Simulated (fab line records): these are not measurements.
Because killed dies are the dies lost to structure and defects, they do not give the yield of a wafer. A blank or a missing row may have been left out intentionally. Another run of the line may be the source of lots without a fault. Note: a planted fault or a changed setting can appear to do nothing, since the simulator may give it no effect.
Which of the tools did it? ; flow gf180mcu ; 36 wafers from 12 lots sampled at 3 of the route's 602 steps

## WHAT THE GAUGES READ, wafer by wafer
GF_MIM_THK_MEAS_06. Usual: for MIM_CVD_05_THK the level is 42.0 nm and the standard deviation is 0.44.
lot;measured;on;MIM_CVD_05_THK (nm);flag
L799;day 24 20:41;film metro-03;41.2 41.6 41.7;
L800;day 25 13:07;film metro-02;41.6 42.4 42.4;
L801;day 25 23:22;film metro-02;41.5 42.4 42.1;
L802;day 26 11:28;film metro-01;42.2 42.2 42.1;
L803;day 26 14:52;film metro-03;41.0 41.7 42.5;
L804;day 26 20:06;film metro-01;41.8 42.7 43.0;
L805;day 27 06:39;film metro-02;41.6 42.0 42.6;
L812;day 30 08:18;film metro-01;41.8 41.9 42.1;
L815;day 30 02:45;film metro-01;41.9 42.2 42.8;
L816;day 30 08:56;film metro-03;42.0 42.4 42.5;
L819;day 31 03:50;film metro-01;41.4 41.9 41.5;
L820;day 31 09:25;film metro-03;42.2 42.6 42.5;

## TOOL THAT RAN EACH LOT (tool first, then ch and the chambers of the sampled wafers, then the start)
lot;GF_M1_STRIP_17;GF_V4_ETCH_16
L799;plasma asher-03 ch 0,1, day 17 12:46;rie diel-01 ch 0,2, day 24 18:59
L800;plasma asher-01 ch 1, day 18 07:40;rie diel-03 ch 1,2, day 25 11:29
L801;plasma asher-01 ch 0,1, day 18 17:22;rie diel-03 ch 1,2, day 25 21:44
L802;plasma asher-01 ch 0,1, day 19 07:47;rie diel-03 ch 0,1,2, day 26 09:29
L803;plasma asher-01 ch 0,1, day 19 10:37;rie diel-01 ch 0,1,3, day 26 13:14
L804;plasma asher-03 ch 0,1, day 19 16:37;rie diel-03 ch 2,3, day 26 18:29
L805;plasma asher-01 ch 0,1, day 20 07:46;rie diel-01 ch 2,3, day 27 05:02
L812;plasma asher-03 ch 0,1, day 22 20:37;rie diel-03 ch 0,1,3, day 29 08:59
L815;plasma asher-01 ch 0,1, day 23 14:25;rie diel-03 ch 0,1,3, day 29 23:53
L816;plasma asher-03 ch 0,1, day 23 22:45;rie diel-01 ch 0,1, day 30 06:41
L819;plasma asher-01 ch 0,1, day 24 20:53;rie diel-01 ch 0,1,3, day 31 02:11
L820;plasma asher-02 ch 0,1, day 25 05:39;rie diel-01 ch 0,1,3, day 31 07:49
- GF_M1_STRIP_17: strips in O2/N2.
- GF_V4_ETCH_16: etches BARC in N2/H2.

## WHAT THE TOOLS THEMSELVES READ (means of the sampled wafers that have a number; where no wafer has one, the mark that the record gives instead)
GF_M1_STRIP_17. Usual: chamber pressure mTorr 1500.1 mTorr, standard deviation 1.3; drypump motor current A 5.7 A, standard deviation 0.41; heater power w 332 W, standard deviation 22; o2 flow sccm 3000 sccm, standard deviation 8.6; oes product au 0.538 a.u., standard deviation 0.0048; strip time to endpoint s 7.39 s, standard deviation 0.053.
lot;tool;chamber pressure mTorr (mTorr);drypump motor current A (A);heater power w (W);o2 flow sccm (sccm);oes product au (a.u.);strip time to endpoint s (s);flag
L799;plasma asher-03;1500.3;5.3;317;2995;0.537;7.42;
L800;plasma asher-01;1498.6;5.9;375;3001;0.537;7.50;
L801;plasma asher-01;1499.2;5.8;327;2998;0.542;7.36;
L802;plasma asher-01;1499.6;5.8;328;2995;0.534;7.32;
L803;plasma asher-01;1500.5;5.9;350;2997;0.541;7.45;
L804;plasma asher-03;1499.7;5.7;333;3000;0.537;7.38;
L805;plasma asher-01;1500.3;5.9;352;2999;0.540;7.34;
L812;plasma asher-03;1498.3;5.6;337;3002;0.537;7.36;
L815;plasma asher-01;1500.7;5.9;350;2998;0.535;7.36;
L816;plasma asher-03;1501.3;5.3;331;3002;0.537;7.35;
L819;plasma asher-01;1499.5;5.8;329;3008;0.538;7.34;
L820;plasma asher-02;1500.4;5.9;321;2995;0.545;7.41;

GF_V4_ETCH_16. Usual: bias w 100.0 W, standard deviation 0.3; chamber pressure mTorr 30.000 mTorr, standard deviation 0.028; drypump motor current A 5.8 A, standard deviation 0.43; oes product au 0.855 a.u., standard deviation 0.0046; throttle valve pct 13.225 %, standard deviation 0.0094.
lot;tool;bias w (W);chamber pressure mTorr (mTorr);drypump motor current A (A);oes product au (a.u.);throttle valve pct (%);flag
L799;rie diel-01;99.9;30.021;6.2;0.857;13.232;
L800;rie diel-03;100.3;29.976;6.1;0.854;13.226;
L801;rie diel-03;100.2;29.986;5.9;0.857;13.226;
L802;rie diel-03;99.9;30.004;5.7;0.852;13.234;
L803;rie diel-01;100.0;30.000;6.0;0.853;13.224;
L804;rie diel-03;99.7;29.999;5.9;0.857;13.225;
L805;rie diel-01;100.0;30.006;6.2;0.854;13.220;
L812;rie diel-03;99.8;30.001;5.3;0.857;13.221;
L815;rie diel-03;100.0;30.004;5.3;0.857;13.226;
L816;rie diel-01;99.9;29.998;6.0;0.851;13.221;
L819;rie diel-01;100.0;30.013;6.0;0.852;13.219;
L820;rie diel-01;100.1;30.002;6.0;0.854;13.226;

## THE ANSWER, worked out from the rows above alone
Rule: lot off if the mean of its wafers having a number is beyond 3 standard deviations from the usual mean. Also off: a lot with no number at a reading for which 4 or more lots have one. Any other lot the step has rows for is counted as sound. The gauges are gone through in route order, then the tools' own readings, and for those a lot's mean is taken as printed above. The first step at which some lot is off is used, and at that step the reading that is off furthest; a lot without a number counts as furthest.
No lot is off on any of the readings shown, so nothing can be concluded from this.

## WHAT WAS PUT IN BY THE SIMULATOR
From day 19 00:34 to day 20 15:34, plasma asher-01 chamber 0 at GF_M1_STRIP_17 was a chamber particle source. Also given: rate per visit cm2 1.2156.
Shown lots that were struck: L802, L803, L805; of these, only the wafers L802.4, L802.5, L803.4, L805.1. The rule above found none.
